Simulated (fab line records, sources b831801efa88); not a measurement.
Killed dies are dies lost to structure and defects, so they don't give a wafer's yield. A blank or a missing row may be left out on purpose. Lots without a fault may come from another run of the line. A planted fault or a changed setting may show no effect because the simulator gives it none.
Which tool did it? | flow gf180mcu | 15 lots, 41 wafers sampled, at 5 steps of a route of 602

WHAT THE GAUGES READ, wafer by wafer
GF_HV_LDD_CD_MEAS_07: target cd 400 nm.
lot  | measured     | on        | cd_nm (nm)
L124 | day 10 01:49 | cd_sem-02 | 398.3 399.0 397.7
L125 | day 10 11:35 | cd_sem-01 | 398.9 400.2 397.4
L126 | day 10 11:44 | cd_sem-02 | 400.6 402.3 401.7
L127 | day 10 22:23 | cd_sem-02 | 397.4 400.8 400.4
L128 | day 11 06:26 | cd_sem-02 | 397.4 400.7 399.8
L129 | day 11 11:01 | cd_sem-01 | 398.7 401.1 398.7
L130 | day 11 14:38 | cd_sem-01 | 399.8 397.3 397.1
L133 | day 12 12:55 | cd_sem-01 | 402.5 399.4 401.2
L134 | day 13 01:08 | cd_sem-02 | 397.9 398.7 401.0
L135 | day 13 06:05 | cd_sem-01 | 399.6 398.4 398.2
L136 | day 13 15:19 | cd_sem-01 | 405.1 405.6 403.9
L140 | day 14 18:46 | cd_sem-01 | 321.3 320.9
L141 | day 15 04:31 | cd_sem-02 | 403.8 321.5 403.7 321.4
L142 | day 15 12:41 | cd_sem-01 | 321.5 402.4 321.7 402.2
L147 | day 17 11:53 | cd_sem-02 | 401.7 402.1 404.3

GF_CONTACT_CD_MEAS_14: target cd 220 nm.
lot  | measured     | on        | cd_nm (nm)
L124 | day 16 03:29 | cd_sem-02 | 220.6 220.0 220.9
L125 | day 16 14:00 | cd_sem-02 | 218.3 219.4 217.9
L126 | day 16 16:28 | cd_sem-01 | 219.9 218.2 220.4
L127 | day 17 04:31 | cd_sem-01 | 222.5 222.5 222.4
L128 | day 17 15:13 | cd_sem-02 | 222.3 223.6 222.7
L129 | day 17 19:32 | cd_sem-01 | 218.4 217.7 218.9
L130 | day 18 00:27 | cd_sem-02 | 221.3 221.8 221.9
L133 | day 19 03:16 | cd_sem-02 | 219.3 219.1 219.5
L134 | day 19 17:47 | cd_sem-01 | 222.6 221.8 221.2
L135 | day 19 20:43 | cd_sem-02 | 220.7 219.5 219.6
L136 | day 20 10:41 | cd_sem-01 | 218.1 217.4 218.5
L140 | day 21 15:37 | cd_sem-02 | 219.3
L141 | day 22 05:07 | cd_sem-02 | 220.0 219.6
L142 | day 22 12:50 | cd_sem-02 | 220.8 221.4
L147 | day 24 12:55 | cd_sem-01 | 218.4 221.0 218.4

GF_M1_OVL_MEAS_15.
lot  | measured     | on         | M1_OVL (nm)
L124 | day 17 03:04 | overlay-02 | -13 -12 -9
L125 | day 17 13:37 | overlay-02 | -2 -3 -1
L126 | day 17 16:25 | overlay-02 | -6 -10 1
L127 | day 18 04:46 | overlay-02 | -5 -4 0
L128 | day 18 14:35 | overlay-02 | -4 -3 -4
L129 | day 19 00:28 | overlay-01 | -2 4 2
L130 | day 19 03:13 | overlay-01 | 0 0 -2
L133 | day 20 04:43 | overlay-01 | 1 -9 -12
L134 | day 20 19:39 | overlay-02 | -6 -5 1
L135 | day 20 22:34 | overlay-02 | -19 -16 -11
L136 | day 21 12:22 | overlay-02 | -12 -6 -7
L140 | day 22 16:25 | overlay-02 | -6
L141 | day 23 06:13 | overlay-02 | 7 3
L142 | day 23 12:58 | overlay-02 | 2 -5
L147 | day 25 11:56 | overlay-01 | 1 2 -3

WHICH TOOL RAN EACH LOT (tool, then ch and the chambers of the sampled wafers, then the start)
lot  | GF_HV_LDD_DEVELOP_06              | GF_SAB_ETCH_11
L124 | litho_track-04 ch 0, day 10 01:40 | rie_diel-04 ch 1,2, day 15 03:57
L125 | litho_track-03 ch 0, day 10 11:26 | rie_diel-01 ch 2,3, day 15 15:05
L126 | litho_track-04 ch 0, day 10 11:35 | rie_diel-04 ch 0,1, day 15 17:30
L127 | litho_track-04 ch 0, day 10 22:14 | rie_diel-02 ch 1,2,3, day 16 04:53
L128 | litho_track-03 ch 0, day 11 06:17 | rie_diel-02 ch 1,2, day 16 15:32
L129 | litho_track-04 ch 0, day 11 10:52 | rie_diel-04 ch 1,2,3, day 16 19:53
L130 | litho_track-03 ch 0, day 11 14:29 | rie_diel-01 ch 0,1,2, day 17 00:35
L133 | litho_track-01 ch 0, day 12 12:46 | rie_diel-02 ch 0,3, day 18 01:14
L134 | litho_track-03 ch 0, day 13 00:59 | rie_diel-02 ch 0,1,2, day 18 15:29
L135 | litho_track-03 ch 0, day 13 05:56 | rie_diel-04 ch 0,2,3, day 18 19:38
L136 | litho_track-04 ch 0, day 13 15:10 | rie_diel-01 ch 1,2, day 19 08:41
L140 | litho_track-04 ch 0, day 14 18:37 | rie_diel-01 ch 3, day 20 14:27
L141 | litho_track-04 ch 0, day 15 04:23 | rie_diel-02 ch 2,3, day 21 04:06
L142 | litho_track-04 ch 0, day 15 12:34 | rie_diel-04 ch 2,3, day 21 12:06
L147 | litho_track-03 ch 0, day 17 11:44 | rie_diel-02 ch 0,3, day 23 13:03
- GF_HV_LDD_DEVELOP_06: develop time 60 s.
- GF_SAB_ETCH_11: etches SiO2 in C4F8/O2/Ar, target depth 55 nm, time 8.5 s.

WHAT THE TOOLS THEMSELVES READ (means of the sampled wafers that have a number; where no wafer has one, the mark that the record gives instead)
GF_SAB_ETCH_11.
lot  | tool        | oes_product_au (a.u.)
L124 | rie_diel-04 | 0.993
L125 | rie_diel-01 | 1.002
L126 | rie_diel-04 | 0.990
L127 | rie_diel-02 | 1.014
L128 | rie_diel-02 | 1.006
L129 | rie_diel-04 | 0.990
L130 | rie_diel-01 | 0.994
L133 | rie_diel-02 | 1.015
L134 | rie_diel-02 | 1.020
L135 | rie_diel-04 | 0.998
L136 | rie_diel-01 | 0.993
L140 | rie_diel-01 | 1.013
L141 | rie_diel-02 | 1.002
L142 | rie_diel-04 | 0.999
L147 | rie_diel-02 | 1.015

THE ANSWER, worked out from the rows above alone
Rule: what is usual is taken from the lots themselves. Put in order of their means at a reading, lots are off if they are a third of the lots or fewer, leave a main group of 4 or more, and stand apart from it by a gap of 3 or more times the standard deviation of the main group's means; of several such gaps the widest counts. A main group whose means are all the same, to the digits that the tables above print for the reading, isn't used. A lot without any number at a reading at which 4 lots or more have one is off too. The other lots that the step has rows for count as sound. The gauges are gone through in route order, then the tools' own readings, and for those a lot's mean is taken as printed above. The first step at which some lot is off is used, and at that step the reading that is off furthest; a lot without a number counts as furthest.
Off: L140, L141, L142, at GF_HV_LDD_CD_MEAS_07 (cd_nm). The main group: mean 400.1 nm, standard deviation 1.9.
A tool fits if, at a process step before that reading, it ran every lot that is off, and no sound lot after the first of them. The gauges at GF_HV_LDD_CD_MEAS_07 are tried like those tools. One fits: litho_track-04 at GF_HV_LDD_DEVELOP_06. Its last sound lot is L136 (day 13 15:10), its first lot that is off L140 (day 14 18:37): a fault that began between those two fits.

WHAT THE SIMULATOR HAD PUT IN
Process parameter drift: litho_track-04, from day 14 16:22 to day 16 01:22, at GF_HV_LDD_DEVELOP_06. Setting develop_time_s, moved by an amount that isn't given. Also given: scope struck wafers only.
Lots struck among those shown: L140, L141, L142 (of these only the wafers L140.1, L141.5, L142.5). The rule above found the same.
